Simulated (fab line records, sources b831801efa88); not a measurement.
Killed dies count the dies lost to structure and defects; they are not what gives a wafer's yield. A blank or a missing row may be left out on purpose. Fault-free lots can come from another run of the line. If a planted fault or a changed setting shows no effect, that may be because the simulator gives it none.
Which tool was responsible? ; flow sky130 ; Sampling: 6 lots, 18 wafers, 2 of 708 route steps

WHAT EACH GAUGE READ, for each wafer
SKY_LDD_P_TW_MEAS_11.
lot;measured;on;LDD_P_TW
L411;day 20 21:22;film-metro-03;642 639 641
L415;day 22 09:34;film-metro-01;639 641 638
L418;day 23 04:31;film-metro-02;454 454 457
L424;day 25 06:15;film-metro-01;639 639 637
L428;day 26 15:05;film-metro-03;639 642 643
L430;day 27 01:10;film-metro-01;639 640 638

WHICH TOOL RAN EACH LOT (tool, then ch and the chambers of the sampled wafers, then the start)
lot;SKY_LDD_P_IMPLANT_09
L411;implanter-04 ch 0, day 20 21:07
L415;implanter-03 ch 0, day 22 09:20
L418;implanter-02 ch 0, day 23 04:16
L424;implanter-03 ch 0, day 25 06:03
L428;implanter-04 ch 0, day 26 14:52
L430;implanter-04 ch 0, day 27 00:55
- SKY_LDD_P_IMPLANT_09

THE ANSWER, worked out from the rows above alone
Rule: the lots themselves supply what counts as usual. The widest of any qualifying gaps counts: lots, ordered by their means at a reading, are off when they make up no more than a third of the lots, leave a main group of 4 or more, and stand apart from it by 3 or more times the standard deviation of that group's means. Not used: any main group whose means are identical at the precision the tables above print for the reading. Also off: a lot with no number at a reading for which 4 or more lots have one. Any other lot the step has rows for is counted as sound.
Off: at SKY_LDD_P_TW_MEAS_11 (LDD_P_TW), L418. For the main group the mean is 640 and the standard deviation 1.1.
A tool fits if, at a process step before that reading, it ran every lot that is off, and no sound lot after the first of them. Gauges at SKY_LDD_P_TW_MEAS_11: tried the same way as those tools. This does not decide it: 2 tools fit, namely implanter-02 at SKY_LDD_P_IMPLANT_09 and film-metro-02 at SKY_LDD_P_TW_MEAS_11.

WHAT THE SIMULATOR PUT IN
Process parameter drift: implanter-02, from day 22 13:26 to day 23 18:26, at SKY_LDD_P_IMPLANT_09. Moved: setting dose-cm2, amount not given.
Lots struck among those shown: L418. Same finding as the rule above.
